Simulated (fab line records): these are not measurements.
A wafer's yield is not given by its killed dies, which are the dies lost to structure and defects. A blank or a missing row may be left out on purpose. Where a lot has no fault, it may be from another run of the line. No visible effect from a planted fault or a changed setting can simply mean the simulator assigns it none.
One fault seen from 2 desks ; flow sfq line ; each desk has only its own numbers; what lay behind them comes last

## METROLOGY DESK
Means of the sampled wafers that have a number, per lot and without regard to the tool the lot ran on: this is what the gauges read. If a lot's mean is further than 4 standard deviations from the usual mean, the lot is out of limits and carries the mark OUT (the distance appears in the brackets).
Columns: A = INCOMING_BOW at SFQ_INCOMING_BOW_MEAS_900, usual 0 um; B = M1_OVL at SFQ_M1_OVL_MEAS_911, usual -1 nm
lot;first seen here;A;B
L781;day 1 15:02;1;2
L783;day 2 01:00;-2;-0
L784;day 2 06:01;-6;3
L785;day 2 11:01;6;-5
L786;day 2 16:04;5;-2
L788;day 3 02:02;-0;-5
L789;day 3 07:00;-0;-5
L790;day 3 12:02;-2;7
L796;day 4 18:00;-3;-2
L797;day 4 23:01;-2;-3
L800;day 5 14:01;-5;-4
L801;day 5 19:01;-4;3
L802;day 6 00:00;0;6
L803;day 6 05:00;1;-2
Result from this desk: across the 14 lots, nothing is out of limits.

## THE TOOL OWNER'S DESK: cmp-02
The tool's own readings at SFQ_TRILAYER_I1_CMP_CMP_046 (polishes SiO2): means of the sampled wafers that have a number, for each lot that ran on this tool. If a lot's mean is further than 4 standard deviations from the usual mean, the lot is out of limits and carries the mark OUT (the distance appears in the brackets).
Columns: A = edge zone pressure frac at SFQ_TRILAYER_I1_CMP_CMP_046, usual 1.000; B = motor current A at SFQ_TRILAYER_I1_CMP_CMP_046, usual 9.8 A; C = platen rpm at SFQ_TRILAYER_I1_CMP_CMP_046, usual 60.00 rpm; D = time to endpoint s at SFQ_TRILAYER_I1_CMP_CMP_046, usual 218 s
lot;first seen here;A;B;C;D
L781;day 11 14:49;1.001;9.8;59.99;212
L783;day 14 08:55;0.998;9.9;60.01;219
L784;day 14 17:04;0.999;10.0;60.02;220
L788;day 16 17:55;1.001;9.8;59.99;218
L789;day 17 06:15;0.997;10.0;66.01 (+99 or more) OUT;187 (-4.1) OUT
L790;day 17 15:26;1.002;10.0;66.02 (+99 or more) OUT;195
L796;day 26 00:31;0.998;9.8;59.98;227
L800;day 26 12:20;1.003;10.3;59.95;217
L801;day 26 17:58;1.000;10.1;59.97;216
L802;day 27 02:34;1.003;9.5;60.02;214
L803;day 27 09:04;1.008;9.7;60.00;215
This desk's finding: out of limits on L789, L790; first on L789, day 17 06:15 (platen rpm at SFQ_TRILAYER_I1_CMP_CMP_046). Within limits: L781, L783, L784, L788, L796, L800, L801, L802, L803.

## BROUGHT TOGETHER
At day 17 06:15, on L789, L790, the tool owner's desk was in a position to raise an alarm.
The metrology desk saw nothing out of limits.
The metrology desk has L789, L790 on record, within its limits.
SFQ_TRILAYER_I1_CMP_CMP_046 was run on cmp-02 by each of the lots named.

## WHAT THE SIMULATOR HAD PUT IN
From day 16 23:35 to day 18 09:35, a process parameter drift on cmp-02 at SFQ_TRILAYER_I1_CMP_CMP_046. A move of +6 in setting platen rpm, from 60. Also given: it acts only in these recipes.
Struck lots among those shown: L789, L790.
How many hours passed from the start of the fault until each desk's first out-of-limits reading: the tool owner's desk, 7.
